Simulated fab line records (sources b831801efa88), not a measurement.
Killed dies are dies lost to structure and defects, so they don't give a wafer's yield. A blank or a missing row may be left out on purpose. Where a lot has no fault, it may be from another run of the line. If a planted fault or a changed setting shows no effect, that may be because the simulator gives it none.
fab line records | flow sky130
record: lots: 11 wafers: 33 last-day: 50
route steps=708 shown LDD_HVN@274 RES_XHIGH@339 LI_CONTACT@375
lots untouched by any fault: they come from a run of this same line in which no faults occurred
start-h: hours from the record's opening day to when the first of the lot's shown wafers began | wait-h: hours since the lot's step before | " unchanged from the row above | L1.1+2: a row that stands for several wafers | - no value present, or no start provided | * or withheld: withheld | < > ~ a bound
route shown NAME@n: NAME is a module with steps in the file, n the number in the route of the first one | usual: the fault-free wafers' mean and standard deviation | same: alike in all rows | chamber/n: place in a boat | sites: the reading at each site | _std_site: the values' standard deviation | _edge_site: the outer-site mean with the inner-site mean subtracted | radius-mm: for every site, how far away it sits from the centre of the wafer | mask NAME#n: copy n | behind: the last tool/chamber to shape the wafer | hold: why the lot was held/for how many hours/how that ended | device: the transistor (n, p or np) that didn't switch | end of line: the same wafers' tests at the end of the route | where a step has no rows: the recipe by itself | killed: at the first sort, the dies lost to defects and structure; wafer yield is something else | map: dies across one wafer; x = killed, . = not, _ = none there
set.NAME: the setting that was run; set.NAME@STEP: the one run at that earlier step | model.NAME: the simulator's own value behind a step, which no gauge read
a sample of lots followed through the steps of the route, with each step as a table and each wafer as a row
services: the hour from which a tool's chamber was out of use, counted from the record's first day as start-h (under 0 if before that day), plus the number of hours and why
== steps ==
step: SKY_LDD_HVN_OVL_MEAS_07
usual: LDD_HVN_OVL: 1.5/1.4
columns lot.wafer tool chamber start-h wait-h LDD_HVN_OVL[nm]
L324.1 overlay-01 - 469.45 0.1 1.8
L324.3 " - " " -0.9
L324.5 " - " " 0.8
L326.1 overlay-02 - 494.06 0.1 -0.7
L326.4 " - " " -0.2
L326.6 " - " " -0.8
L327.1 overlay-02 - 503.40 0.1 4.5
L327.2 " - " " 2.3
L327.5 " - " " 2.1
L330.1 overlay-02 - 516.46 0.1 2.0
L330.2 " - " " 3.3
L330.3 " - " " 3.5
L334.2 overlay-01 - 562.86 0.1 1.4
L334.5 " - " " 1.4
L334.6 " - " " 2.6
L336.1 overlay-01 - 573.06 0.1 1.7
L336.2 " - " " 2.4
L336.5 " - " " 2.5
L338.2 overlay-01 - 594.16 0.1 1.5
L338.4 " - " " 1.5
L338.5 " - " " 0.5
L341.2 overlay-01 - 617.46 0.1 0.3
L341.3 " - " " 0.4
L341.6 " - " " 0.5
L343.1 overlay-02 - 631.01 0.1 1.9
L343.3 " - " " 1.9
L343.4 " - " " 2.6
L346.2 overlay-01 - 651.81 0.1 2.3
L346.3 " - " " 3.2
L346.5 " - " " 2.4
L347.1 overlay-02 - 658.30 0.1 2.3
L347.2 " - " " 3.2
L347.3 " - " " 2.2
step: SKY_LDD_HVN_TW_MEAS_10
usual: LDD_HVN_TW: 1437/16
columns lot.wafer tool chamber start-h wait-h LDD_HVN_TW
L324.1 film-metro-03 - 469.74 0.1 1439
L324.3 " - " " 1448
L324.5 " - " " 1444
L326.1 film-metro-01 - 494.35 0.1 1418
L326.4 " - " " 1421
L326.6 " - " " 1416
L327.1 film-metro-03 - 503.69 0.1 1454
L327.2 " - " " 1445
L327.5 " - " " 1443
L330.1 film-metro-01 - 516.75 0.1 1423
L330.2 " - " " 1424
L330.3 " - " " 1418
L334.2 film-metro-04 - 563.15 0.1 1461
L334.5 " - " " 1454
L334.6 " - " " 1458
L336.1 film-metro-01 - 573.35 0.1 1416
L336.2 " - " " 1423
L336.5 " - " " 1423
L338.2 film-metro-03 - 594.45 0.1 1447
L338.4 " - " " 1449
L338.5 " - " " 1439
L341.2 film-metro-01 - 617.75 0.1 1423
L341.3 " - " " 1428
L341.6 " - " " 1420
L343.1 film-metro-03 - 631.29 0.1 1434
L343.3 " - " " 1443
L343.4 " - " " 1441
L346.2 film-metro-01 - 652.10 0.1 1427
L346.3 " - " " 1428
L346.5 " - " " 1426
L347.1 film-metro-01 - 658.67 0.1 1432
L347.2 " - " " 1432
L347.3 " - " " 1431
step: SKY_RES_XHIGH_IMPLANT_07
recipe: species: BF2 energy-kev: 20 dose-cm2: 3.6e+14 tilt-deg: 0
usual: beam-energy-keV: 20.000/0.0058 beam-on-s: 38.5/2.1 dose-ions-cm2: 3.601e+14/4.4e+11 faraday-current-uA: 528/29
columns lot.wafer tool chamber start-h wait-h beam-energy-keV beam-on-s dose-ions-cm2 faraday-current-uA
L324.1 implanter-01 0 625.20 0.1 20.008 36.1 3.599e+14 565
L324.3 " 0 " " 20.002 37.5 3.599e+14 540
L324.5 " 0 " " 19.997 38.0 3.595e+14 534
L326.1 implanter-03 0 642.45 0.1 19.999 36.7 3.6e+14 551
L326.4 " 0 " " 20.006 36.3 3.593e+14 558
L326.6 " 0 " " 20.000 36.9 3.593e+14 548
L327.1 implanter-04 0 655.40 0.1 20.002 41.3 3.596e+14 490
L327.2 " 0 " " 19.992 41.8 3.601e+14 482
L327.5 " 0 " " 20.006 40.6 3.601e+14 498
L330.1 implanter-03 0 665.01 0.1 19.995 36.1 3.6e+14 560
L330.2 " 0 " " 19.999 36.9 3.601e+14 551
L330.3 " 0 " " 19.995 36.9 3.599e+14 548
L334.2 implanter-01 0 710.53 0.1 20.001 9.9 7.59e+13 427
L334.5 " 0 " " 19.997 9.9 7.58e+13 432
L334.6 " 0 " " 20.004 10.0 7.64e+13 424
L336.1 implanter-01 0 720.35 0.1 19.997 9.6 7.52e+13 438
L336.2 " 0 " " 19.991 10.0 7.51e+13 426
L336.5 " 0 " " 20.000 10.1 7.57e+13 419
L338.2 implanter-03 0 739.98 0.1 19.991 36.2 3.597e+14 560
L338.4 " 0 " " 20.001 37.4 3.593e+14 543
L338.5 " 0 " " 20.004 35.7 3.596e+14 565
L341.2 implanter-04 0 757.13 0.1 20.006 40.1 3.601e+14 506
L341.3 " 0 " " 20.003 41.9 3.606e+14 486
L341.6 " 0 " " 20.007 40.3 3.599e+14 506
L343.1 implanter-04 0 772.30 0.1 20.009 41.7 3.596e+14 487
L343.3 " 0 " " 20.007 41.5 3.6e+14 489
L343.4 " 0 " " 20.001 39.5 3.598e+14 511
L346.2 implanter-03 0 791.27 0.1 19.994 37.0 3.6e+14 548
L346.3 " 0 " " 20.007 37.3 3.609e+14 544
L346.5 " 0 " " 20.005 36.4 3.605e+14 557
L347.1 implanter-01 0 797.65 0.1 19.997 36.8 3.6e+14 550
L347.2 " 0 " " 20.002 35.4 3.602e+14 573
L347.3 " 0 " " 20.007 38.0 3.603e+14 535
step: SKY_RES_XHIGH_STRIP_08
recipe: chemistry: O2/N2 power-w: 1400 pressure-mtorr: 1500 platen-temp-c: withheld o2-flow-sccm: 3000 n2-flow-sccm: 300 overash-fraction: 0.5
usual: drypump-motor-current-A: 5.9/0.4 oes-product-au: 0.711/0.0044 strip-time-to-endpoint-s: 14.28/0.038
columns lot.wafer tool chamber start-h wait-h drypump-motor-current-A oes-product-au rf-hours-counter-h strip-time-to-endpoint-s
L324.1 plasma-asher-04 0 625.35 0.1 6.0 0.712 74 14.19
L324.3 " 1 " " 5.3 0.718 - 14.19
L324.5 " 1 " " 5.3 0.719 - 14.22
L326.1 plasma-asher-04 1 642.60 0.1 5.3 0.715 74 14.34
L326.4 " 0 " " 6.0 0.703 - 14.29
L326.6 " 0 " " 6.0 0.705 - 14.33
L327.1 plasma-asher-04 0 655.55 0.1 6.0 0.706 76 14.28
L327.2 " 1 " " 5.3 0.711 76 14.30
L327.5 " 0 " " 6.0 0.709 - 14.29
L330.1 plasma-asher-02 0 665.16 0.1 5.8 0.714 22 14.23
L330.2 " 1 " " 6.1 0.720 22 14.28
L330.3 " 0 " " 5.8 0.707 - 14.25
L334.2 plasma-asher-02 0 710.66 0.1 5.8 0.715 26 14.16
L334.5 " 0 " " 5.8 0.710 - 14.15
L334.6 " 1 " " 6.1 0.719 - 14.19
L336.1 plasma-asher-04 0 720.50 0.1 6.0 0.720 82 14.18
L336.2 " 1 " " 5.3 0.711 82 14.19
L336.5 " 0 " " 6.0 0.714 - 14.16
L338.2 plasma-asher-02 1 740.10 0.1 6.1 0.712 29 14.28
L338.4 " 1 " " 6.1 0.716 - 14.27
L338.5 " 0 " " 5.8 0.707 - 14.25
L341.2 plasma-asher-01 1 757.26 0.1 6.7 0.716 1 14.24
L341.3 " 0 " " 6.2 0.710 - 14.26
L341.6 " 1 " " 6.7 0.710 - 14.20
L343.1 plasma-asher-01 1 772.45 0.1 6.7 0.711 3 14.22
L343.3 " 0 " " 6.1 0.713 - 14.23
L343.4 " 1 " " 6.7 0.712 - 14.21
L346.2 plasma-asher-02 1 791.39 0.1 6.1 0.714 35 14.32
L346.3 " 0 " " 5.8 0.713 - 14.37
L346.5 " 1 " " 6.1 0.713 - 14.36
L347.1 plasma-asher-02 0 797.80 0.1 5.8 0.719 36 14.25
L347.2 " 1 " " 6.1 0.713 36 14.21
L347.3 " 1 " " 6.1 0.711 - 14.24
step: SKY_RES_XHIGH_TW_MEAS_09
usual: RES_XHIGH_TW: 1637/14
columns lot.wafer tool chamber start-h wait-h RES_XHIGH_TW
L324.1 film-metro-04 - 625.45 0.1 1647
L324.3 " - " " 1661
L324.5 " - " " 1661
L326.1 film-metro-03 - 642.70 0.1 1636
L326.4 " - " " 1638
L326.6 " - " " 1640
L327.1 film-metro-03 - 655.65 0.1 1635
L327.2 " - " " 1634
L327.5 " - " " 1643
L330.1 film-metro-04 - 665.26 0.1 1660
L330.2 " - " " 1654
L330.3 " - " " 1656
L334.2 film-metro-01 - 710.77 0.1 996
L334.5 " - " " 1000
L334.6 " - " " 997
L336.1 film-metro-01 - 720.60 0.1 991
L336.2 " - " " 991
L336.5 " - " " 995
L338.2 film-metro-03 - 740.21 0.1 1650
L338.4 " - " " 1655
L338.5 " - " " 1653
L341.2 film-metro-03 - 757.37 0.1 1655
L341.3 " - " " 1645
L341.6 " - " " 1651
L343.1 film-metro-04 - 772.55 0.1 1660
L343.3 " - " " 1665
L343.4 " - " " 1666
L346.2 film-metro-03 - 791.50 0.1 1649
L346.3 " - " " 1642
L346.5 " - " " 1635
L347.1 film-metro-01 - 797.90 0.1 1628
L347.2 " - " " 1621
L347.3 " - " " 1624
step: SKY_SD_N_RS_MEAS_18
recipe: thk-meas-gauge: four-point-probe
usual: RES_XHIGH_RS: 333.3/1.2
columns lot.wafer tool chamber start-h wait-h RES_XHIGH_RS[ohm/sq]
L324.1 film-metro-04 - 655.04 0.1 333.7
L324.3 " - " " 333.5
L324.5 " - " " 334.3
L326.1 film-metro-03 - 672.28 0.1 334.6
L326.4 " - " " 334.8
L326.6 " - " " 334.1
L327.1 film-metro-03 - 684.99 0.1 331.3
L327.2 " - " " 331.7
L327.5 " - " " 332.7
L330.1 film-metro-01 - 693.98 0.1 335.2
L330.2 " - " " 335.3
L330.3 " - " " 333.8
L334.2 film-metro-01 - 738.64 0.1 1178.3
L334.5 " - " " 1164.1
L334.6 " - " " 1167.8
L336.1 film-metro-03 - 748.69 0.1 1173.6
L336.2 " - " " 1180.4
L336.5 " - " " 1171.7
L338.2 film-metro-04 - 765.74 0.1 334.6
L338.4 " - " " 333.7
L338.5 " - " " 333.4
L341.2 film-metro-03 - 784.59 0.1 332.7
L341.3 " - " " 333.0
L341.6 " - " " 333.0
L343.1 film-metro-01 - 800.39 0.1 334.4
L343.3 " - " " 333.7
L343.4 " - " " 334.6
L346.2 film-metro-01 - 818.85 0.1 333.2
L346.3 " - " " 331.3
L346.5 " - " " 331.5
L347.1 film-metro-01 - 825.89 0.1 335.2
L347.2 " - " " 333.8
L347.3 " - " " 333.3
step: SKY_LI_CONTACT_OVL_MEAS_13
usual: LI_CONTACT_OVL: -4/5.5
columns lot.wafer tool chamber start-h wait-h LI_CONTACT_OVL[nm]
L324.1 overlay-01 - 683.97 0.1 -1
L324.3 " - " " -2
L324.5 " - " " -1
L326.1 overlay-02 - 700.92 0.1 -9
L326.4 " - " " 0
L326.6 " - " " 0
L327.1 overlay-01 - 714.01 0.1 -15
L327.2 " - " " -12
L327.5 " - " " -21
L330.1 overlay-02 - 722.22 0.1 -12
L330.2 " - " " -8
L330.3 " - " " -10
L334.2 overlay-02 - 763.87 0.1 -5
L334.5 " - " " -4
L334.6 " - " " -5
L336.1 overlay-02 - 776.22 0.1 -8
L336.2 " - " " -3
L336.5 " - " " -5
L338.2 overlay-01 - 793.73 0.1 -2
L338.4 " - " " -2
L338.5 " - " " -6
L341.2 overlay-02 - 812.43 0.1 -1
L341.3 " - " " -9
L341.6 " - " " 0
L343.1 overlay-02 - 827.62 0.1 0
L343.3 " - " " -2
L343.4 " - " " -2
L346.2 overlay-01 - 844.72 0.1 1
L346.3 " - " " -5
L346.5 " - " " 9
L347.1 overlay-01 - 853.31 0.1 1
L347.2 " - " " -5
L347.3 " - " " 0
== services ==
columns tool chamber start-h hours kind
implanter-01 - 629.13 2.8 pm
plasma-asher-04 - 629.48 9.2 pm
implanter-01 - 648.01 5.4 repair
plasma-asher-04 - 659.49 3.7 repair
implanter-01 - 666.54 7.1 pm
implanter-01 - 680.09 1.3 repair
implanter-04 - 695.95 5.0 pm
implanter-04 - 718.06 6.1 repair
plasma-asher-01 - 733.75 9.0 pm
plasma-asher-01 0 733.75 9.0 vent-cycle
plasma-asher-01 1 733.75 9.0 vent-cycle
plasma-asher-01 - 742.75 2.8 pm
plasma-asher-01 0 742.75 - clean
plasma-asher-01 1 742.75 - clean
implanter-03 - 774.00 0.7 repair
implanter-03 - 777.91 2.9 pm
implanter-01 - 794.27 3.2 repair
implanter-04 - 797.82 1.1 repair
== key ==
first-sign: step: SKY_RES_XHIGH_IMPLANT_07 reading: dose-ions-cm2 direction: down sigmas: 99+ usual: * struck: *
effect: step: SKY_RES_XHIGH_IMPLANT_07 reading: beam-on-s direction: down sigmas: 13 usual: 38.5 struck: 9.9
effect: step: SKY_RES_XHIGH_STRIP_08 reading: strip-time-to-endpoint-s direction: down sigmas: 2.8 usual: * struck: *
effect: step: SKY_RES_XHIGH_TW_MEAS_09 reading: RES_XHIGH_TW direction: down sigmas: 46 usual: 1637 struck: 995
effect: step: SKY_SD_N_RS_MEAS_18 reading: RES_XHIGH_RS direction: up sigmas: 99+ usual: 333.3 struck: 1172.7
met-at SKY_RES_XHIGH_IMPLANT_07
struck-lots L334,L336
tester-left-out L334,L336
not-acting-at SKY_LDD_HVN_OVL_MEAS_07,SKY_LDD_HVN_TW_MEAS_10,SKY_LI_CONTACT_OVL_MEAS_13
onset-between 625.20 710.53
fault: kind: process-parameter-drift tool: implanter-01 chamber: - onset-h: 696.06 steps: SKY_RES_XHIGH_IMPLANT_07 channel: dose-cm2 offset: * shape: step end-h: 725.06 acts-in: * stated: *
tester-left-out: of these lots the tester's yield and bins aren't shown, on N5 and GAA mostly nor the transistor test; their killed dies are dies lost to structure and defects alone, not to doping, threshold or leakage, so they don't give the yield
